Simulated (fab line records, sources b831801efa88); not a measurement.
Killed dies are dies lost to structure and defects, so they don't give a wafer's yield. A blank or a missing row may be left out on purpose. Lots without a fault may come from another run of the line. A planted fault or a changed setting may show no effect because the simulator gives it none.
A struck lot beside a sound one | flow sky130 | 20 steps out of a route of 708
Sound: wafers L368.2, L368.4, L368.5. Struck: wafers L378.1, L378.3, L378.6. The cause comes at the end.
At each step with rows: each side's tool, then ch and its chambers, then its first start. Under that, the readings that differ: sound wafers | struck wafers | difference of the means | sigmas: that difference in standard deviations of wafers without a fault.
alike: readings whose means differ by less than 2 such deviations, and words and numbers that are the same on both sides. not compared: withheld readings, readings that some wafer has no value for, bounds like >300 that may hide the same value, and numbers for which the record gives no deviation and whose values overlap.
The two part at a step that has a row with sigmas, a row that says differs or no value, or rows on one side only. Numbers that don't overlap but have no deviation are shown without sigmas and don't part them. A reading that every wafer of one side lacks parts them only if that side has two wafers or more.

first, 1 step without rows for these wafers: SKY_RES_XHIGH_IMPLANT_07.
SKY_RES_XHIGH_STRIP_08: strips in O2/N2.
  sound on plasma_asher-02 ch 0,1, day 29 03:22; struck on plasma_asher-03 ch 0,1, day 32 21:17
  alike: drypump_motor_current_A, oes_product_au, strip_time_to_endpoint_s
  not compared: rf_hours_counter_h
SKY_RES_XHIGH_TW_MEAS_09:
  sound on film_metro-04, day 29 03:28; struck on film_metro-02, day 32 21:23
  reading      | sound          | struck         | difference | sigmas
  RES_XHIGH_TW | 1624 1617 1616 | 1657 1652 1653 | +35        | +3
then, 7 steps without rows for these wafers: SKY_SD_N_DEHYDRATE_00 (time 60 s); SKY_SD_N_HMDS_01 (prime time 60 s); SKY_SD_N_COAT_02 (resist thk 1140 nm); SKY_SD_N_SOFTBAKE_03 (time 60 s); SKY_SD_N_EXPOSE_04 (exposes mask NSDM, target cd 380 nm); SKY_SD_N_PEB_05; SKY_SD_N_DEVELOP_06 (develop time 60 s).
SKY_SD_N_CD_MEAS_07: target cd 380 nm.
  sound on cd_sem-02, day 30 07:28; struck on cd_sem-01, day 34 00:02
  alike: cd_nm
SKY_SD_N_OVL_MEAS_08:
  sound on overlay-02, day 30 07:34; struck on overlay-02, day 34 00:09
  alike: SD_N_OVL
SKY_SD_N_IMPLANT_09:
  sound on implanter-03 ch 0, day 30 07:37; struck on implanter-03 ch 0, day 34 00:11
  reading                   | sound             | struck            | difference | sigmas
  implant_ion_amu           | 75 75 75          | 49 49 49          | -26        |
  model.implant.rp_nm (nm)  | 33.26 33.26 33.26 | 37.94 37.94 37.94 | +4.68      |
  model.implant.drp_nm (nm) | 14.11 14.11 14.11 | 18.55 18.55 18.55 | +4.44      |
  alike: beam_energy_keV, beam_on_s
then, 1 step without rows for these wafers: SKY_SD_N_IMPLANT_10.
SKY_SD_N_STRIP_11: strips in O2/N2.
  sound on plasma_asher-03 ch 0,1, day 30 07:53; struck on plasma_asher-03 ch 0,1, day 34 00:29
  reading                      | sound             | struck            | difference | sigmas
  strip_time_to_endpoint_s (s) | 22.52 22.54 22.52 | 23.34 23.30 23.28 | +0.78      | +20
  alike: drypump_motor_current_A, oes_product_au
  not compared: rf_hours_counter_h
SKY_SD_N_TW_MEAS_12:
  sound on film_metro-04, day 30 08:00; struck on film_metro-04, day 34 00:35
  reading | sound          | struck         | difference | sigmas
  SD_N_TW | 3986 3980 3971 | 3735 3722 3738 | -247       | -8
then, 1 step without rows for these wafers: SKY_SD_N_CLEAN_13 (cleans in SC1/SC2, time 150 s).
SKY_SD_N_RTA_14: time 2 s.
  sound on rtp_anneal-02 ch 0, day 30 08:07; struck on rtp_anneal-02 ch 0, day 34 00:41
  alike: lamp_power_pct, wafer_temp_C_max
SKY_SD_N_RS_MEAS_16: measures by four-point-probe.
  sound on film_metro-04, day 30 08:17; struck on film_metro-02, day 34 00:52
  reading          | sound             | struck | difference                    | sigmas
  SD_N_RS (ohm/sq) | 68.58 68.57 68.52 | - - -  | no value on the struck wafers |
SKY_SD_N_RS_MEAS_17: measures by four-point-probe.
  sound on film_metro-04, day 30 08:25; struck on film_metro-02, day 34 00:59
  alike: SD_P_RS

WHERE THEY PART
First at SKY_RES_XHIGH_TW_MEAS_09; last, within this record, at SKY_SD_N_RS_MEAS_16. Later steps at which nothing parts them and some readings are alike: SKY_SD_N_RS_MEAS_17.

WHY: what the simulator had put in
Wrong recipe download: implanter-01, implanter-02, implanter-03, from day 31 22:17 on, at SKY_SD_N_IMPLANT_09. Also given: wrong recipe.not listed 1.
